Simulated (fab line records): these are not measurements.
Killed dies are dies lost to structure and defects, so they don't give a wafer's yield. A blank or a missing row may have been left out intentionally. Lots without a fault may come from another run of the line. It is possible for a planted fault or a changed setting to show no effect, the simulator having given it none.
fab line records	flow sky130	part 1 of 2: steps 1 to 26 of 35
[record] lots = 5	wafers = 15	last-day = 50
route steps=708 shown LI_CONTACT@374 LOCAL_INTERCONNECT@387 CONTACT@406
lots with no fault: from the same line, run without faults
start-h: start of the lot's first displayed wafer, in hours after the record's first day	wait-h: how many hours have passed since the lot's step before this one	" as in the row above	L1.1+2: several wafers, shown together as one row	- no value present, or no start provided	* or withheld: withheld	< > ~ a bound
route shown NAME@n: NAME is a module with steps in the file, n the number in the route of the first one	usual: average and standard deviation across the fault-free wafers	same: alike in all rows	chamber/n: place in a boat	sites: per-site readings	_std_site: standard deviation of those values	_edge_site: mean of outer sites minus mean of inner sites	radius-mm: for every site, how far away it sits from the centre of the wafer	mask NAME#n: copy n	behind: tool/chamber where the wafer was last shaped	hold: cause of the lot's hold/its duration in hours/its outcome	device: which transistor (n, p or np) failed to switch	end of line: the route-end tests of the same wafers	a step without rows: its recipe alone	killed: the dies lost at the first sort to structure and to defects; this is not the yield of the wafer	map: dies across one wafer; x = killed, . = not, _ = none there
set.NAME: the run value of the setting; set.NAME@STEP: its run value at that earlier step	model.NAME: the simulator's own value behind a step, which no gauge read
a table for each step, a row for each wafer; lots at some steps of the route
services: the hour from which a tool's chamber was out of use, counted from the record's first day as start-h (under 0 if before that day), plus the number of hours and why
[[steps]]
[step SKY_LI_CONTACT_CD_MEAS_12]
[recipe] target-cd-nm = 170
[usual] cd-nm = 170.7/1.4
lot.wafer	tool	chamber	start-h	wait-h	cd-nm
L074.1	cd-sem-01	-	670.39	-	172.2
L074.3	"	-	"	"	174.6
L074.6	"	-	"	"	171.8
L076.1	cd-sem-02	-	696.50	-	171.1
L076.2	"	-	"	"	170.3
L076.5	"	-	"	"	171.3
L084.3	cd-sem-01	-	760.30	-	169.8
L084.4	"	-	"	"	170.6
L084.5	"	-	"	"	170.6
L091.2	cd-sem-01	-	811.52	-	169.1
L091.3	"	-	"	"	168.9
L091.4	"	-	"	"	169.7
L096.1	cd-sem-02	-	851.99	-	170.3
L096.2	"	-	"	"	170.2
L096.4	"	-	"	"	170.8
[step SKY_LI_CONTACT_OVL_MEAS_13]
[usual] LI_CONTACT_OVL = -5/4.7
lot.wafer	tool	chamber	start-h	wait-h	LI_CONTACT_OVL[nm]
L074.1	overlay-02	-	670.51	0.1	-1
L074.3	"	-	"	"	-5
L074.6	"	-	"	"	-2
L076.1	overlay-02	-	696.62	0.1	-4
L076.2	"	-	"	"	-5
L076.5	"	-	"	"	-1
L084.3	overlay-01	-	760.39	0.1	-11
L084.4	"	-	"	"	-8
L084.5	"	-	"	"	-11
L091.2	overlay-02	-	811.63	0.1	-3
L091.3	"	-	"	"	-1
L091.4	"	-	"	"	1
L096.1	overlay-01	-	852.11	0.1	-3
L096.2	"	-	"	"	-11
L096.4	"	-	"	"	-8
[step SKY_LI_CONTACT_ETCH_14]
[recipe] chemistry = N2/H2	target = BARC	ion-energy-ev = 200	source-w = 500	bias-w = 100	pressure-mtorr = 30	n2-flow-sccm = 100	h2-flow-sccm = 200	stop-on = SiO2	time-s = 45.9	target-depth-a = 600
[usual] drypump-motor-current-A = 5.7/0.47	oes-product-au = 0.856/0.0052	throttle-valve-pct = 13.226/0.0087
lot.wafer	tool	chamber	start-h	wait-h	drypump-motor-current-A	oes-product-au	rf-hours-counter-h	throttle-valve-pct
L074.1	rie-diel-01	3	670.54	0.0	5.8	0.858	49	13.241
L074.3	"	2	"	"	5.7	0.851	0	13.254
L074.6	"	3	"	"	5.8	0.861	-	13.222
L076.1	rie-diel-04	3	696.66	0.0	6.1	0.850	2	13.216
L076.2	"	0	"	"	5.9	0.855	4	13.225
L076.5	"	2	"	"	5.2	0.852	-	13.218
L084.3	rie-diel-04	3	760.41	0.0	6.0	0.857	3	13.221
L084.4	"	0	"	"	5.9	0.858	6	13.228
L084.5	"	1	"	"	5.9	0.843	-	13.225
L091.2	rie-diel-03	1	811.66	0.0	4.7	0.862	1	13.227
L091.3	"	2	"	"	6.0	0.859	23	13.238
L091.4	"	3	"	"	5.9	0.853	18	13.243
L096.1	rie-diel-03	3	852.14	0.0	5.9	0.862	20	13.228
L096.2	"	1	"	"	4.7	0.854	2	13.230
L096.4	"	1	"	"	4.7	0.872	-	13.236
[step SKY_LI_CONTACT_ETCH_15]
[recipe] target = PSG	chemistry = C4F8/O2/Ar	stop-on = Si	taper-deg = 4.15	mask-material = KrF-thick	source-w = 1500	bias-w = 1200	pressure-mtorr = 40	c4f8-flow-sccm = withheld	O2_flow_sccm = 6	Ar_flow_sccm = 300	time-s = withheld	target-depth-a = 6000
[usual] oes-product-au = 0.837/0.0047
lot.wafer	tool	chamber	start-h	wait-h	oes-product-au
L074.1	rie-diel-01	3	670.58	0.0	0.839
L074.3	"	2	"	"	0.838
L074.6	"	3	"	"	0.838
L076.1	rie-diel-04	3	696.70	0.0	0.834
L076.2	"	0	"	"	0.829
L076.5	"	2	"	"	0.837
L084.3	rie-diel-04	3	760.46	0.0	0.832
L084.4	"	0	"	"	0.834
L084.5	"	1	"	"	0.836
L091.2	rie-diel-03	1	811.70	0.0	0.830
L091.3	"	2	"	"	0.831
L091.4	"	3	"	"	0.837
L096.1	rie-diel-03	3	852.18	0.0	0.839
L096.2	"	1	"	"	0.841
L096.4	"	1	"	"	0.838
[step SKY_LI_CONTACT_STRIP_16]
[recipe] chemistry = O2/N2	power-w = 1400	pressure-mtorr = 1500	platen-temp-c = withheld	o2-flow-sccm = 3000	n2-flow-sccm = 300	overash-fraction = 0.5
[usual] drypump-motor-current-A = 5.6/0.51	oes-product-au = 0.376/0.0046	strip-time-to-endpoint-s = 3.496/0.03
lot.wafer	tool	chamber	start-h	wait-h	drypump-motor-current-A	oes-product-au	rf-hours-counter-h	strip-time-to-endpoint-s
L074.1	plasma-asher-02	1	670.67	-	4.8	0.378	86	3.515
L074.3	"	0	"	"	6.0	0.367	-	3.499
L074.6	"	1	"	"	4.8	0.370	-	3.521
L076.1	plasma-asher-02	0	696.79	-	6.0	0.376	89	3.511
L076.2	"	1	"	"	4.8	0.379	89	3.504
L076.5	"	1	"	"	4.8	0.385	-	3.521
L084.3	plasma-asher-01	0	760.57	-	5.2	0.375	-	3.511
L084.4	"	1	"	"	6.0	0.380	-	3.523
L084.5	"	1	"	"	6.0	0.379	-	3.531
L091.2	plasma-asher-03	1	811.79	-	5.4	0.384	67	3.531
L091.3	"	0	"	"	6.1	0.369	-	3.487
L091.4	"	1	"	"	5.3	0.377	-	3.519
L096.1	plasma-asher-03	0	852.27	-	6.1	0.374	70	3.509
L096.2	"	1	"	"	5.4	0.371	70	3.529
L096.4	"	0	"	"	6.1	0.374	-	3.521
[step SKY_LI_CONTACT_CLEAN_17]
[recipe] chemistry = NMP	time-s = 600	temp-c = 60	dry = n2-spin
[usual] bath-heat-duty-pct = 9.7/1.3
lot.wafer	tool	chamber	start-h	wait-h	bath-heat-duty-pct
L074.1	wet-bench-03	0	670.77	0.1	12.6
L074.3	"	0	"	"	11.7
L074.6	"	0	"	"	12.1
L076.1	wet-bench-01	2	696.89	0.1	8.8
L076.2	"	2	"	"	9.5
L076.5	"	2	"	"	9.8
L084.3	wet-bench-01	3	760.64	0.0	10.1
L084.4	"	3	"	"	10.3
L084.5	"	3	"	"	10.0
L091.2	wet-bench-02	1	811.89	0.1	9.6
L091.3	"	1	"	"	9.7
L091.4	"	1	"	"	8.9
L096.1	wet-bench-02	2	852.37	0.1	8.2
L096.2	"	2	"	"	7.8
L096.4	"	2	"	"	8.1
[step SKY_LI_CONTACT_PRE_CLEAN_18]
[recipe] gas = Ar	time-s = 5.6	bias-v = 358
[usual] bias-v = 358/3.7
lot.wafer	tool	chamber	start-h	wait-h	bias-v
L074.1	pvd-sputter-01	-	670.94	0.0	365
L074.3	"	-	"	"	355
L074.6	"	-	"	"	357
L076.1	pvd-sputter-01	-	697.08	0.0	354
L076.2	"	-	"	"	358
L076.5	"	-	"	"	353
L084.3	pvd-sputter-03	-	760.82	0.0	354
L084.4	"	-	"	"	358
L084.5	"	-	"	"	357
L091.2	pvd-sputter-04	-	812.06	0.0	353
L091.3	"	-	"	"	360
L091.4	"	-	"	"	361
L096.1	pvd-sputter-04	-	852.55	0.0	354
L096.2	"	-	"	"	354
L096.4	"	-	"	"	358
[step SKY_LI_CONTACT_SPUTTER_19]
[recipe] material = Ti	target-thk-nm = 20	chamber-pressure-pa = 5	power-w = 2500	substrate-temp-c = 200	time-s = 106.37
[usual] chamber-pressure-pa = 4.998/0.011	throttle-valve-pct = 29.4/1
lot.wafer	tool	chamber	start-h	wait-h	chamber-pressure-pa	throttle-valve-pct
L074.1	pvd-sputter-01	-	670.97	0.0	4.990	31.3
L074.3	"	-	"	"	4.983	27.4
L074.6	"	-	"	"	4.997	27.4
L076.1	pvd-sputter-01	-	697.10	0.0	4.998	27.3
L076.2	"	-	"	"	5.011	30.9
L076.5	"	-	"	"	5.004	27.6
L084.3	pvd-sputter-03	-	760.84	0.0	5.001	28.6
L084.4	"	-	"	"	5.011	30.1
L084.5	"	-	"	"	5.002	30.1
L091.2	pvd-sputter-04	-	812.08	0.0	5.011	29.7
L091.3	"	-	"	"	5.002	30.5
L091.4	"	-	"	"	4.999	28.8
L096.1	pvd-sputter-04	-	852.56	0.0	4.993	29.2
L096.2	"	-	"	"	4.995	30.5
L096.4	"	-	"	"	4.982	28.6
[step SKY_LI_CONTACT_SPUTTER_20]
[recipe] material = TiN	target-thk-nm = 20	chamber-pressure-pa = 5	power-w = 4000	time-s = 80
[usual] chamber-pressure-pa = 4.999/0.0096	throttle-valve-pct = 29.4/1.1
lot.wafer	tool	chamber	start-h	wait-h	chamber-pressure-pa	throttle-valve-pct
L074.1	pvd-sputter-01	-	671.05	0.0	4.999	31.0
L074.3	"	-	"	"	4.993	27.2
L074.6	"	-	"	"	4.990	27.3
L076.1	pvd-sputter-01	-	697.17	0.0	5.006	27.8
L076.2	"	-	"	"	4.993	31.3
L076.5	"	-	"	"	5.002	27.5
L084.3	pvd-sputter-03	-	760.91	0.0	4.991	28.2
L084.4	"	-	"	"	4.996	30.4
L084.5	"	-	"	"	4.996	30.3
L091.2	pvd-sputter-04	-	812.16	0.0	4.990	29.4
L091.3	"	-	"	"	5.000	30.5
L091.4	"	-	"	"	5.008	28.8
L096.1	pvd-sputter-04	-	852.64	0.0	5.005	29.5
L096.2	"	-	"	"	4.992	30.4
L096.4	"	-	"	"	5.001	28.8
[step SKY_LI_CONTACT_CVD_21]
[recipe] material = W	target-thk-nm = 400	time-s = 120.56	temp-c = 400	pressure-torr = 40
[usual] heater-power-w = 832/38
lot.wafer	tool	chamber	start-h	wait-h	heater-power-w
L074.1	cvd-w-02	0	671.12	0.0	839
L074.3	"	1	"	"	880
L074.6	"	0	"	"	827
L076.1	cvd-w-01	1	697.23	0.0	762
L076.2	"	0	"	"	842
L076.5	"	1	"	"	803
L084.3	cvd-w-02	0	761.01	0.1	835
L084.4	"	1	"	"	884
L084.5	"	1	"	"	857
L091.2	cvd-w-02	1	812.22	0.0	879
L091.3	"	0	"	"	836
L091.4	"	1	"	"	890
L096.1	cvd-w-01	1	852.70	0.0	785
L096.2	"	0	"	"	847
L096.4	"	1	"	"	775
[step SKY_LI_CONTACT_RS_MEAS_22]
[recipe] thk-meas-gauge = four-point-probe	reads = W_of_LI_CONTACT_CVD_21+TiN_of_LI_CONTACT_SPUTTER_20+Ti_of_LI_CONTACT_SPUTTER_19
[usual] LI_CONTACT_W_RS = 0.289/0.0032
lot.wafer	tool	chamber	start-h	wait-h	LI_CONTACT_W_RS[ohm/sq]
L074.1	film-metro-02	-	671.25	0.1	0.284
L074.3	"	-	"	"	0.284
L074.6	"	-	"	"	0.286
L076.1	film-metro-02	-	697.36	0.1	0.289
L076.2	"	-	"	"	0.293
L076.5	"	-	"	"	0.292
L084.3	film-metro-02	-	761.14	0.1	0.288
L084.4	"	-	"	"	0.294
L084.5	"	-	"	"	0.290
L091.2	film-metro-02	-	812.36	0.1	0.286
L091.3	"	-	"	"	0.288
L091.4	"	-	"	"	0.290
L096.1	film-metro-03	-	852.83	0.1	0.290
L096.2	"	-	"	"	0.290
L096.4	"	-	"	"	0.289
[step SKY_LI_CONTACT_THK_MEAS_23]
[recipe] thk-meas-gauge = xrf	reads = W_of_LI_CONTACT_CVD_21
[usual] LI_CONTACT_W_THK = 399/5.8
lot.wafer	tool	chamber	start-h	wait-h	LI_CONTACT_W_THK[nm]
L074.1	film-metro-02	-	671.37	0.1	405
L074.3	"	-	"	"	412
L074.6	"	-	"	"	408
L076.1	film-metro-02	-	697.48	0.1	400
L076.2	"	-	"	"	396
L076.5	"	-	"	"	401
L084.3	film-metro-02	-	761.24	0.1	408
L084.4	"	-	"	"	400
L084.5	"	-	"	"	405
L091.2	film-metro-02	-	812.47	0.1	410
L091.3	"	-	"	"	403
L091.4	"	-	"	"	401
L096.1	film-metro-03	-	852.95	0.1	395
L096.2	"	-	"	"	396
L096.4	"	-	"	"	395
[step SKY_LI_CONTACT_CMP_24]
[recipe] stop-on = PSG	t-overpolish-s = 20	down-force-psi = 3.5	platen-rpm = 60	target-thk-nm = 0	pad-velocity-m-s = 0.94248
[usual] head-pressure-psi = 3.500/0.008	motor-current-A = 10.1/1.1	overpolish-run-s = 20.000/0.0098	time-to-endpoint-s = 97/3.7
[same] t-overpolish-s = 20
lot.wafer	tool	chamber	start-h	wait-h	head-pressure-psi	motor-current-A	overpolish-run-s	time-to-endpoint-s
L074.1	cmp-01	3	671.43	0.1	3.500	10.4	19.996	99
L074.3	"	1	"	"	3.499	10.5	19.987	105
L074.6	"	0	"	"	3.498	9.2	19.998	100
L076.1	cmp-02	2	697.59	0.1	3.505	10.0	20.003	97
L076.2	"	0	"	"	3.496	8.8	19.987	94
L076.5	"	2	"	"	3.517	10.2	19.990	95
L084.3	cmp-01	3	761.28	0.0	3.493	10.2	20.000	94
L084.4	"	0	"	"	3.504	9.4	19.981	94
L084.5	"	3	"	"	3.501	10.1	20.021	94
L091.2	cmp-02	0	812.52	0.0	3.505	8.7	20.000	97
L091.4	"	2	"	"	3.510	10.4	19.998	93
L091.3	"	3	"	"	3.504	10.7	20.004	99
L096.2	cmp-01	2	853.06	0.1	3.508	8.4	19.996	96
L096.4	"	3	"	"	3.498	10.3	20.004	95
L096.1	"	0	"	"	3.494	9.3	20.008	93
[step SKY_LOCAL_INTERCONNECT_SPUTTER_00]
[recipe] material = TiN	target-thk-nm = 100	temp-c = 300	power-w = 6500	time-s = 83.3	chamber-pressure-pa = 0.4
[usual] chamber-pressure-pa = 0.4001/0.00078	throttle-valve-pct = 29.9/0.92
lot.wafer	tool	chamber	start-h	wait-h	chamber-pressure-pa	throttle-valve-pct
L074.1	pvd-sputter-02	-	671.73	0.2	0.4019	29.7
L074.3	"	-	"	"	0.4000	29.0
L074.6	"	-	"	"	0.3997	30.8
L076.1	pvd-sputter-04	-	697.84	0.2	0.4002	28.6
L076.2	"	-	"	"	0.4008	30.7
L076.5	"	-	"	"	0.3984	29.3
L084.3	pvd-sputter-02	-	761.58	0.2	0.4003	29.1
L084.4	"	-	"	"	0.4016	29.7
L084.5	"	-	"	"	0.4009	29.1
L091.2	pvd-sputter-04	-	812.82	0.2	0.3998	29.6
L091.3	"	-	"	"	0.3998	29.0
L091.4	"	-	"	"	0.3994	30.7
L096.1	pvd-sputter-01	-	853.31	0.1	0.4001	29.3
L096.2	"	-	"	"	0.4010	30.2
L096.4	"	-	"	"	0.3988	27.4
[step SKY_LOCAL_INTERCONNECT_RS_MEAS_01]
[recipe] thk-meas-gauge = four-point-probe	reads = TiN_of_LOCAL_INTERCONNECT_SPUTTER_00
[usual] LOCAL_INTERCONNECT_TIN_RS = 14.16/0.14
lot.wafer	tool	chamber	start-h	wait-h	LOCAL_INTERCONNECT_TIN_RS[ohm/sq]
L074.1	film-metro-01	-	671.79	0.0	14.20
L074.3	"	-	"	"	14.15
L074.6	"	-	"	"	14.14
L076.1	film-metro-02	-	697.90	0.0	14.00
L076.2	"	-	"	"	14.01
L076.5	"	-	"	"	14.07
L084.3	film-metro-01	-	761.68	0.1	14.06
L084.4	"	-	"	"	13.95
L084.5	"	-	"	"	14.05
L091.2	film-metro-01	-	812.91	0.1	13.95
L091.3	"	-	"	"	14.09
L091.4	"	-	"	"	14.08
L096.1	film-metro-02	-	853.37	0.0	14.05
L096.2	"	-	"	"	14.11
L096.4	"	-	"	"	14.12
[step SKY_LOCAL_INTERCONNECT_THK_MEAS_02]
[recipe] thk-meas-gauge = xrf	reads = TiN_of_LOCAL_INTERCONNECT_SPUTTER_00
[usual] LOCAL_INTERCONNECT_TIN_THK = 100.6/0.98
lot.wafer	tool	chamber	start-h	wait-h	LOCAL_INTERCONNECT_TIN_THK[nm]
L074.1	film-metro-01	-	671.91	0.1	100.2
L074.3	"	-	"	"	99.7
L074.6	"	-	"	"	100.0
L076.1	film-metro-02	-	698.02	0.1	102.0
L076.2	"	-	"	"	101.7
L076.5	"	-	"	"	101.3
L084.3	film-metro-01	-	761.78	0.1	101.0
L084.4	"	-	"	"	101.8
L084.5	"	-	"	"	100.8
L091.2	film-metro-01	-	813.02	0.1	102.2
L091.3	"	-	"	"	101.4
L091.4	"	-	"	"	101.3
L096.1	film-metro-02	-	853.49	0.1	101.0
L096.2	"	-	"	"	100.7
L096.4	"	-	"	"	100.8
[step SKY_LOCAL_INTERCONNECT_DEHYDRATE_03]
[recipe] temp-c = 200	time-s = 60
lot.wafer	tool	chamber	start-h	wait-h
L074.1+3+6	litho-track-02	0	684.51	12.6
L076.1+2+5	litho-track-03	0	711.60	13.6
L084.3+4+5	litho-track-04	0	774.11	12.3
L091.2+3+4	litho-track-03	0	825.28	12.3
L096.1+2+4	litho-track-02	0	866.26	12.8
[step SKY_LOCAL_INTERCONNECT_HMDS_04]
[recipe] prime-time-s = 60	prime-temp-c = 120
[same] prime-time-s = 60
lot.wafer	tool	chamber	start-h	wait-h
L074.1+3+6	litho-track-02	0	684.66	0.1
L076.1+2+5	litho-track-03	0	711.75	0.1
L084.3+4+5	litho-track-04	0	774.26	0.1
L091.2+3+4	litho-track-03	0	825.43	0.1
L096.1+2+4	litho-track-02	0	866.41	0.1
[step SKY_LOCAL_INTERCONNECT_COAT_05]
[recipe] resist = BARC	temp-c = withheld	time-s = withheld	spin-rpm = 3000	resist-thk-nm = 60
lot.wafer	tool	chamber	start-h	wait-h
L074.1+3+6	litho-track-02	0	684.81	0.1
L076.1+2+5	litho-track-03	0	711.90	0.1
L084.3+4+5	litho-track-04	0	774.41	0.1
L091.2+3+4	litho-track-03	0	825.58	0.1
L096.1+2+4	litho-track-02	0	866.56	0.1
[step SKY_LOCAL_INTERCONNECT_COAT_06]
[recipe] resist = KrF-thick	spin-rpm = 3000	resist-thk-nm = 450
lot.wafer	tool	chamber	start-h	wait-h
L074.1+3+6	litho-track-02	0	-	-
L076.1+2+5	litho-track-03	0	-	-
L084.3+4+5	litho-track-04	0	-	-
L091.2+3+4	litho-track-03	0	-	-
L096.1+2+4	litho-track-02	0	-	-
[step SKY_LOCAL_INTERCONNECT_SOFTBAKE_07]
[recipe] temp-c = 100	time-s = 90	resist = KrF-thick
lot.wafer	tool	chamber	start-h	wait-h
L074.1+3+6	litho-track-02	0	-	-
L076.1+2+5	litho-track-03	0	-	-
L084.3+4+5	litho-track-04	0	-	-
L091.2+3+4	litho-track-03	0	-	-
L096.1+2+4	litho-track-02	0	-	-
[step SKY_LOCAL_INTERCONNECT_EXPOSE_08]
[recipe] mask-id = LI1M	na = 0.8	source-shape = annular	sigma-inner = 0.55	sigma-outer = 0.85	target-cd-nm = 170	dose-mj = 28
[usual] stage-vel-mm-s = 500.03/0.28
[same] sigma-inner = 0.55
lot.wafer	tool	chamber	start-h	wait-h	mask	stage-vel-mm-s
L074.1	krf-scanner-01	0	-	-	LI1M#0	500.10
L074.3	"	0	"	"	LI1M#0	500.00
L074.6	"	0	"	"	LI1M#0	500.11
L076.1	krf-scanner-01	0	-	-	LI1M#0	499.93
L076.2	"	0	"	"	LI1M#0	499.97
L076.5	"	0	"	"	LI1M#0	499.66
L084.3	krf-scanner-01	0	-	-	LI1M#0	500.41
L084.4	"	0	"	"	LI1M#0	499.88
L084.5	"	0	"	"	LI1M#0	500.27
L091.2	krf-scanner-02	0	-	-	LI1M#0	500.11
L091.3	"	0	"	"	LI1M#0	499.75
L091.4	"	0	"	"	LI1M#0	499.49
L096.1	krf-scanner-02	0	-	-	LI1M#0	499.57
L096.2	"	0	"	"	LI1M#0	499.53
L096.4	"	0	"	"	LI1M#0	499.88
[step SKY_LOCAL_INTERCONNECT_PEB_09]
[recipe] peb-temp-c = withheld	peb-time-s = withheld	resist = KrF-thick
lot.wafer	tool	chamber	start-h	wait-h
L074.1+3+6	litho-track-02	0	-	-
L076.1+2+5	litho-track-03	0	-	-
L084.3+4+5	litho-track-04	0	-	-
L091.2+3+4	litho-track-03	0	-	-
L096.1+2+4	litho-track-02	0	-	-
[step SKY_LOCAL_INTERCONNECT_DEVELOP_10]
[recipe] develop-time-s = 60	resist = KrF-thick	dev-temp-c = 21
[same] develop-time-s = 60
lot.wafer	tool	chamber	start-h	wait-h
L074.1+3+6	litho-track-02	0	-	-
L076.1+2+5	litho-track-03	0	-	-
L084.3+4+5	litho-track-04	0	-	-
L091.2+3+4	litho-track-03	0	-	-
L096.1+2+4	litho-track-02	0	-	-
[step SKY_LOCAL_INTERCONNECT_CD_MEAS_11]
[recipe] target-cd-nm = 170
[usual] cd-nm = 170.2/1.5
lot.wafer	tool	chamber	start-h	wait-h	cd-nm
L074.1	cd-sem-01	-	699.76	-	168.9
L074.3	"	-	"	"	168.9
L074.6	"	-	"	"	168.5
L076.1	cd-sem-01	-	726.55	-	172.9
L076.2	"	-	"	"	172.3
L076.5	"	-	"	"	173.3
L084.3	cd-sem-02	-	787.80	-	171.4
L084.4	"	-	"	"	172.2
L084.5	"	-	"	"	171.4
L091.2	cd-sem-01	-	839.27	-	170.3
L091.3	"	-	"	"	171.6
L091.4	"	-	"	"	169.9
L096.1	cd-sem-02	-	880.01	-	170.9
L096.2	"	-	"	"	172.0
L096.4	"	-	"	"	171.0
[step SKY_LOCAL_INTERCONNECT_OVL_MEAS_12]
[usual] LOCAL_INTERCONNECT_OVL = -3/5.9
lot.wafer	tool	chamber	start-h	wait-h	LOCAL_INTERCONNECT_OVL[nm]
L074.1	overlay-02	-	699.88	0.1	-7
L074.3	"	-	"	"	-2
L074.6	"	-	"	"	-6
L076.1	overlay-01	-	726.67	0.1	4
L076.2	"	-	"	"	-1
L076.5	"	-	"	"	-4
L084.3	overlay-01	-	787.89	0.1	3
L084.4	"	-	"	"	8
L084.5	"	-	"	"	3
L091.2	overlay-02	-	839.38	0.1	-4
L091.3	"	-	"	"	-9
L091.4	"	-	"	"	-12
L096.1	overlay-02	-	880.13	0.1	-13
L096.2	"	-	"	"	-8
L096.4	"	-	"	"	-10
